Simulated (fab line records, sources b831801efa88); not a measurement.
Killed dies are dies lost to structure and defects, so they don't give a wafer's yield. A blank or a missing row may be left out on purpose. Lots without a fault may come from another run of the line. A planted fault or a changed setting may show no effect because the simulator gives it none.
A struck lot beside a sound one | flow sky130 | 35 steps out of a route of 708
Sound: wafers L981.4, L981.5, L981.6. Struck: wafers L993.1, L993.3, L993.4. The cause comes at the end.
At each step with rows: each side's tool, then ch and its chambers, then its first start. Under that, the readings that differ: sound wafers | struck wafers | difference of the means | sigmas: that difference in standard deviations of wafers without a fault.
alike: readings whose means differ by less than 2 such deviations, and words and numbers that are the same on both sides. not compared: withheld readings, readings that some wafer has no value for, bounds like >300 that may hide the same value, and numbers for which the record gives no deviation and whose values overlap.
The two part at a step that has a row with sigmas, a row that says differs or no value, or rows on one side only. Numbers that don't overlap but have no deviation are shown without sigmas and don't part them. A reading that every wafer of one side lacks parts them only if that side has two wafers or more.

first, 9 steps without rows for these wafers: SKY_METAL4_DESCUM_15 (chemistry O2, time 8 s); SKY_METAL4_ETCH_16 (etches BARC in N2/H2, stops on SiO2, time 88.2 s, target depth 60 nm); SKY_METAL4_ETCH_17 (etches SiO2 in C4F8/O2/Ar, stops on TiN, time 3.9 s, target depth 15 nm); SKY_METAL4_METAL_ETCH_18 (etches the open film in Cl2/BCl3, stops on SiO2, target depth 845 nm, time 183.1 s); SKY_METAL4_STRIP_19 (strips in O2/N2); SKY_METAL4_STRIP_20 (strips in post etch residue remover, time 1200 s); SKY_METAL4_CLEAN_21 (cleans in IPA, time 180 s); SKY_METAL4_CLEAN_22 (cleans in O3/DIW); SKY_VIA4_HDPCVD_00 (deposits SiO2, target thk 1750 nm, time 291.7 s).
SKY_VIA4_CMP_02: polishes SiO2.
  sound on cmp-01 ch 0,2,3, day 42 17:49; struck on cmp-01 ch 0,2,3, day 45 21:32
  reading                                  | sound             | struck            | difference | sigmas
  model.SiO2_of_VIA4_HDPCVD_00.thk_nm (nm) | 578.3 579.3 580.1 | 521.4 522.7 521.5 | -57.4      |
  alike: edge_zone_pressure_frac, motor_current_A, slurry_flow_ml_min
then, 7 steps without rows for these wafers: SKY_VIA4_DEHYDRATE_04 (time 60 s); SKY_VIA4_HMDS_05 (prime time 60 s); SKY_VIA4_COAT_06 (resist thk 1140 nm); SKY_VIA4_SOFTBAKE_07 (time 60 s); SKY_VIA4_EXPOSE_08 (exposes mask VIM4, target cd 800 nm); SKY_VIA4_PEB_09; SKY_VIA4_DEVELOP_10 (develop time 60 s).
SKY_VIA4_ETCH_12: etches SiO2 in C4F8/O2/Ar, stops on TiN, target depth 580 nm.
  sound on rie_diel-01 ch 0,1, day 43 17:25; struck on rie_diel-02 ch 0,1,2, day 46 18:56
  reading                          | sound             | struck            | difference | sigmas
  oes_product_au (a.u.)            | 0.917 0.919 0.926 | 0.864 0.871 0.877 | -0.050     | -11
  model.VIA4.feature_depth_nm (nm) | 578.3 579.3 580.1 | 521.4 522.7 521.5 | -57.4      |
  model.etch.depth_nm (nm)         | 578.3 579.3 580.1 | 521.4 522.7 521.5 | -57.4      |
then, 15 steps without rows for these wafers: SKY_VIA4_STRIP_13 (strips in O2/N2); SKY_VIA4_STRIP_14 (strips in post etch residue remover, time 1200 s); SKY_VIA4_CLEAN_15 (cleans in IPA, time 180 s); SKY_VIA4_CLEAN_16 (cleans in O3/DIW); SKY_VIA4_SPUTTER_17 (material TiN, target thk 20 nm, time 80 s); SKY_VIA4_CVD_18 (deposits W, target thk 505 nm, time 152.14 s); SKY_VIA4_CMP_21 (polishes, stops on SiO2, t overpolish 25 s, target thk 0 nm); SKY_METAL5_SPUTTER_00 (material Ti, target thk 15 nm, time 10 s); SKY_METAL5_SPUTTER_01 (material TiN, target thk 20 nm, time 16.7 s); SKY_METAL5_SPUTTER_02 (material AlCu, target thk 1150 nm, time 61.2 s); SKY_METAL5_SPUTTER_03 (material Ti, target thk 5 nm, time 3.3 s); SKY_METAL5_SPUTTER_04 (material TiN, target thk 70 nm, time 58.3 s); SKY_METAL5_DEHYDRATE_07 (time 60 s); SKY_METAL5_HMDS_08 (prime time 60 s); SKY_METAL5_COAT_09 (resist thk 1800 nm).
SKY_METAL5_METAL_ETCH_15: etches the open film in Cl2/BCl3, stops on SiO2, target depth 1260 nm, time 252 s.
  sound on rie_metal-02 ch 0,1, day 44 18:05; struck on rie_metal-04 ch 0,1, day 47 16:58
  reading                                  | sound             | struck            | difference | sigmas
  model.SiO2_of_VIA4_HDPCVD_00.thk_nm (nm) | 546.7 547.6 549.4 | 489.9 491.3 491.2 | -57.1      |
  alike: drypump_motor_current_A, he_backside_leak_sccm, mfc_cl2_sccm, oes_product_au, throttle_valve_pct
  not compared: rf_hours_counter_h
SKY_PAD_OPEN_PROBE_99:
  sound on prober-01, day 46 17:26; struck on prober-02, day 49 12:43
  alike: defect_limited_yield, killed_at_M0_to_M3, killed_at_M4_up, killed_at_contacts, killed_at_front_end, killed_at_other, killed_dies, killed_on_rim, killed_open, killed_short, sort_bin_3_pad_short, sort_bin_5_function, sort_bin_6_memory, sort_n_pass, sort_yield_pct

WHERE THEY PART
Only at SKY_VIA4_ETCH_12, within this record. Later steps at which nothing parts them and some readings are alike: SKY_METAL5_METAL_ETCH_15, SKY_PAD_OPEN_PROBE_99.

WHY: what the simulator had put in
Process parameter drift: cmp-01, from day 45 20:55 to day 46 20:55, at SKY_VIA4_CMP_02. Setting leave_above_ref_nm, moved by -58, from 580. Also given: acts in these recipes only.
